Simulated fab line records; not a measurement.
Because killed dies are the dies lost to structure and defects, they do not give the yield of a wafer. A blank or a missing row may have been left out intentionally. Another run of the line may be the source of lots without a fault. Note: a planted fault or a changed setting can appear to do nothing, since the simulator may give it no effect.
Comparing a struck lot with a sound one | flow sky130 | 14 steps out of a route of 708
Sound: these wafers, L249.2, L249.5, L249.6. The struck wafers were L240.1, L240.5, L240.6. The cause is named last.
At each step with rows: each side's tool, then ch and its chambers, then its first start. Under that, the readings that differ: sound wafers | struck wafers | difference of the means | sigmas: that difference in standard deviations of wafers without a fault.
alike: a reading whose means differ by less than 2 such deviations, as well as words and numbers matching on both sides. not compared: withheld readings; readings where some wafer has no value; bounds like >300 that might hide an equal value; numbers whose values overlap and for which the record gives no deviation.
The two part at a step that has a row with sigmas, a row that says differs or no value, or rows on one side only. Non-overlapping numbers with no deviation appear without sigmas and do not part them. A reading missing from all wafers of one side parts the sides only when that side holds two or more wafers.

SKY_METAL5_SPUTTER_01: material TiN, target thk 20 nm, time 16.7 s.
  struck on pvdSputter-03, day 44 14:43; sound on pvdSputter-04, day 46 19:53
  alike: chamberPressurePa, throttleValvePct
SKY_METAL5_SPUTTER_02: material AlCu, target thk 1150 nm, time 61.2 s.
  struck on pvdSputter-03, day 44 14:44; sound on pvdSputter-04, day 46 19:55
  alike: chamberPressurePa, throttleValvePct
SKY_METAL5_SPUTTER_03: material Ti, target thk 5 nm, time 3.3 s.
  struck on pvdSputter-03, day 44 14:47; sound on pvdSputter-04, day 46 19:58
  alike: chamberPressurePa, throttleValvePct
SKY_METAL5_SPUTTER_04: material TiN, target thk 70 nm, time 58.3 s.
  struck on pvdSputter-03, day 44 14:48; sound on pvdSputter-04, day 46 19:59
  alike: chamberPressurePa, throttleValvePct
SKY_METAL5_RS_MEAS_05: a four-point-probe measurement.
  struck on filmMetro-02, day 44 14:51; sound on filmMetro-02, day 46 20:03
  alike: METAL5_ALCU_RS
SKY_METAL5_THK_MEAS_06: measures by xrf.
  struck on filmMetro-02, day 44 14:58; sound on filmMetro-02, day 46 20:10
  alike: METAL5_ALCU_THK
then, 6 steps without rows for these wafers: SKY_METAL5_DEHYDRATE_07 (time 60 s); SKY_METAL5_HMDS_08 (prime time 60 s); SKY_METAL5_COAT_09 (resist thk 1800 nm); SKY_METAL5_SOFTBAKE_10 (time 60 s); SKY_METAL5_EXPOSE_11 (exposes mask MM5, target cd 1600 nm); SKY_METAL5_PEB_12.
SKY_METAL5_DEVELOP_13: develop time 60 s.
  sound on lithoTrack-04 ch 0, day 47 16:12; struck on lithoTrack-04, day 45 11:59
  no value came back on the struck wafers for chillPlateTempC (C), developTimeS (s); on the sound wafers chillPlateTempC (C) reads 22.87 22.79 22.94
SKY_METAL5_DESCUM_14: chemistry O2, time 11 s.
  sound on rieMetal-02 ch 0,1, day 47 16:20; struck on rieMetal-04 ch 0,1, day 45 12:08
  alike: drypumpMotorCurrentA, oesProductAu
  not compared: rfHoursCounterH

WHERE THEY PART
Within this record, at SKY_METAL5_DEVELOP_13 only. Later steps at which nothing parts them and some readings are alike: SKY_METAL5_DESCUM_14.

WHY: what had been put in by the simulator
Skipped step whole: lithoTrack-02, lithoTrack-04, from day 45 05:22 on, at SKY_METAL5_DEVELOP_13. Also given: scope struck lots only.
